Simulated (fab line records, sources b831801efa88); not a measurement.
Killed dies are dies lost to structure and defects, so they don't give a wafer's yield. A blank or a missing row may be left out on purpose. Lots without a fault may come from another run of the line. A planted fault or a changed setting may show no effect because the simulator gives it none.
Which tool did it? | flow gf180mcu | 13 lots, 39 wafers sampled, at 6 steps of a route of 602

WHAT THE GAUGES READ, wafer by wafer
GF_HV_LDD_THK_MEAS_55.
lot  | measured     | on            | HV_LDD_CVD_54_THK (nm)
L196 | day 12 11:08 | film_metro-01 | 9.88 9.88 9.97
L197 | day 12 20:09 | film_metro-04 | 10.04 10.07 10.08
L198 | day 13 02:59 | film_metro-02 | 9.98 10.00 9.91
L199 | day 13 06:38 | film_metro-04 | 10.22 10.16 10.13
L200 | day 13 19:26 | film_metro-01 | 10.10 10.12 10.09
L204 | day 15 09:14 | film_metro-01 | 9.84 9.86 9.86
L205 | day 15 11:58 | film_metro-04 | 10.13 10.11 9.94
L206 | day 15 19:36 | film_metro-04 | 10.00 9.94 9.91
L208 | day 16 16:11 | film_metro-01 | 10.03 10.08 10.13
L209 | day 16 17:35 | film_metro-04 | 10.01 10.11 10.10
L212 | day 17 17:53 | film_metro-02 | 9.85 9.93 9.87
L213 | day 17 23:42 | film_metro-01 | 9.80 9.83 9.69
L215 | day 18 22:48 | film_metro-04 | 10.29 10.34 10.20

GF_PSD_RS_MEAS_14: measures by four-point-probe.
lot  | measured     | on            | NSD_RS (ohm/sq)
L196 | day 14 06:10 | film_metro-03 | 46.19 46.04 46.12
L197 | day 14 15:15 | film_metro-03 | 46.09 46.14 46.22
L198 | day 14 23:31 | film_metro-04 | 46.12 45.99 46.07
L199 | day 15 07:01 | film_metro-04 | 45.95 46.10 45.93
L200 | day 15 16:19 | film_metro-03 | 46.29 46.14 46.16
L204 | day 17 08:25 | film_metro-01 | 46.12 46.08 45.98
L205 | day 17 10:18 | film_metro-04 | 46.04 46.08 46.18
L206 | day 17 18:38 | film_metro-04 | 46.18 46.10 46.08
L208 | day 18 16:10 | film_metro-03 | 46.13 46.12 46.10
L209 | day 18 20:25 | film_metro-01 | 46.06 46.02 46.06
L212 | day 19 19:35 | film_metro-04 | 43.48 43.53 43.53
L213 | day 20 01:17 | film_metro-03 | 43.54 43.56 43.61
L215 | day 21 00:50 | film_metro-04 | 45.89 46.02 45.94

GF_PSD_RS_MEAS_15: measures by four-point-probe.
lot  | measured     | on            | PSD_RS (ohm/sq)
L196 | day 14 06:17 | film_metro-03 | 108.59 108.56 108.62
L197 | day 14 15:22 | film_metro-03 | 108.42 108.17 108.30
L198 | day 14 23:38 | film_metro-04 | 108.50 108.13 108.27
L199 | day 15 07:08 | film_metro-04 | 108.46 108.40 107.92
L200 | day 15 16:26 | film_metro-03 | 109.29 109.25 109.01
L204 | day 17 08:32 | film_metro-01 | 108.57 108.22 108.33
L205 | day 17 10:25 | film_metro-04 | 108.42 108.63 108.55
L206 | day 17 18:45 | film_metro-04 | 108.97 108.50 108.32
L208 | day 18 16:17 | film_metro-03 | 108.48 108.73 108.86
L209 | day 18 20:32 | film_metro-01 | 108.24 108.58 108.61
L212 | day 19 19:43 | film_metro-04 | 100.20 100.46 100.14
L213 | day 20 01:24 | film_metro-03 | 100.80 101.02 100.69
L215 | day 21 00:58 | film_metro-04 | 108.28 108.45 108.14

GF_SAB_THK_MEAS_01.
lot  | measured     | on            | SAB_CVD_00_THK (nm)
L196 | day 14 06:26 | film_metro-01 | 49.3 50.3 50.8
L197 | day 14 15:29 | film_metro-01 | 49.8 51.3 50.4
L198 | day 14 23:47 | film_metro-03 | 49.5 49.6 50.0
L199 | day 15 07:16 | film_metro-03 | 48.8 49.6 49.4
L200 | day 15 16:35 | film_metro-02 | 50.1 50.0 51.0
L204 | day 17 08:41 | film_metro-02 | 49.7 49.8 50.4
L205 | day 17 10:32 | film_metro-03 | 49.5 50.6 50.0
L206 | day 17 18:53 | film_metro-03 | 49.1 49.1 49.7
L208 | day 18 16:26 | film_metro-01 | 49.1 49.3 50.0
L209 | day 18 20:40 | film_metro-03 | 50.1 49.8 50.8
L212 | day 19 19:50 | film_metro-03 | 49.6 49.8 50.2
L213 | day 20 01:32 | film_metro-01 | 50.0 50.5 50.3
L215 | day 21 01:05 | film_metro-01 | 49.8 50.6 50.1

GF_SALICIDE_THK_MEAS_05: measures by xrf.
lot  | measured     | on            | SALICIDE_TIN_THK (nm)
L196 | day 15 03:07 | film_metro-03 | 20.07 19.94 19.74
L197 | day 15 13:03 | film_metro-03 | 20.05 20.14 20.30
L198 | day 15 21:11 | film_metro-02 | 19.97 19.76 19.94
L199 | day 16 05:22 | film_metro-03 | 20.36 20.31 20.18
L200 | day 16 15:33 | film_metro-04 | 19.58 19.85 19.75
L204 | day 18 08:52 | film_metro-03 | 19.75 19.63 19.59
L205 | day 18 10:23 | film_metro-03 | 19.80 19.57 20.01
L206 | day 18 19:04 | film_metro-03 | 19.89 20.00 19.95
L208 | day 19 17:13 | film_metro-03 | 20.16 20.35 20.21
L209 | day 19 21:14 | film_metro-03 | 20.02 20.27 20.22
L212 | day 20 20:26 | film_metro-02 | 20.06 20.10 20.07
L213 | day 21 02:11 | film_metro-02 | 19.96 20.05 20.15
L215 | day 22 01:26 | film_metro-03 | 19.81 19.93 20.11

WHICH TOOL RAN EACH LOT (tool, then ch and the chambers of the sampled wafers, then the start)
lot  | GF_PSD_RTA_13
L196 | rtp_anneal-02 ch 0, day 14 06:05
L197 | rtp_anneal-01 ch 0, day 14 15:10
L198 | rtp_anneal-02 ch 0, day 14 23:26
L199 | rtp_anneal-02 ch 0, day 15 06:56
L200 | rtp_anneal-01 ch 0, day 15 16:14
L204 | rtp_anneal-02 ch 0, day 17 08:20
L205 | rtp_anneal-02 ch 0, day 17 10:13
L206 | rtp_anneal-01 ch 0, day 17 18:32
L208 | rtp_anneal-02 ch 0, day 18 16:05
L209 | rtp_anneal-01 ch 0, day 18 20:20
L212 | rtp_anneal-02 ch 0, day 19 19:30
L213 | rtp_anneal-02 ch 0, day 20 01:11
L215 | rtp_anneal-01 ch 0, day 21 00:45
- GF_PSD_RTA_13: time 20 s.

WHAT THE TOOLS THEMSELVES READ (means of the sampled wafers that have a number; where no wafer has one, the mark that the record gives instead)
GF_PSD_RTA_13.
lot  | tool          | lamp_power_pct (%) | wafer_temp_C_max
L196 | rtp_anneal-02 | 32.0               | 1029.1
L197 | rtp_anneal-01 | 38.0               | 1028.1
L198 | rtp_anneal-02 | 32.1               | 1029.1
L199 | rtp_anneal-02 | 32.1               | 1029.4
L200 | rtp_anneal-01 | 38.1               | 1028.2
L204 | rtp_anneal-02 | 32.0               | 1030.1
L205 | rtp_anneal-02 | 32.0               | 1029.6
L206 | rtp_anneal-01 | 38.0               | 1029.6
L208 | rtp_anneal-02 | 32.0               | 1029.7
L209 | rtp_anneal-01 | 38.0               | 1028.8
L212 | rtp_anneal-02 | 33.6               | 1028.8
L213 | rtp_anneal-02 | 33.6               | 1029.2
L215 | rtp_anneal-01 | 38.0               | 1029.1

THE ANSWER, worked out from the rows above alone
Rule: what is usual is taken from the lots themselves. Put in order of their means at a reading, lots are off if they are a third of the lots or fewer, leave a main group of 4 or more, and stand apart from it by a gap of 3 or more times the standard deviation of the main group's means; of several such gaps the widest counts. A main group whose means are all the same, to the digits that the tables above print for the reading, isn't used. A lot without any number at a reading at which 4 lots or more have one is off too. The other lots that the step has rows for count as sound. The gauges are gone through in route order, then the tools' own readings, and for those a lot's mean is taken as printed above. The first step at which some lot is off is used, and at that step the reading that is off furthest; a lot without a number counts as furthest.
Off: L212, L213, at GF_PSD_RS_MEAS_14 (NSD_RS). The main group: mean 46.08 ohm/sq, standard deviation 0.067.
A tool fits if, at a process step before that reading, it ran every lot that is off, and no sound lot after the first of them. The gauges at GF_PSD_RS_MEAS_14 are tried like those tools. One fits: rtp_anneal-02 at GF_PSD_RTA_13. Its last sound lot is L208 (day 18 16:05), its first lot that is off L212 (day 19 19:30): a fault that began between those two fits.

WHAT THE SIMULATOR HAD PUT IN
Process parameter drift: rtp_anneal-02, from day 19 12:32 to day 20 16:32, at GF_PSD_RTA_13. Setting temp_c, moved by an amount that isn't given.
Lots struck among those shown: L212, L213. The rule above found the same.
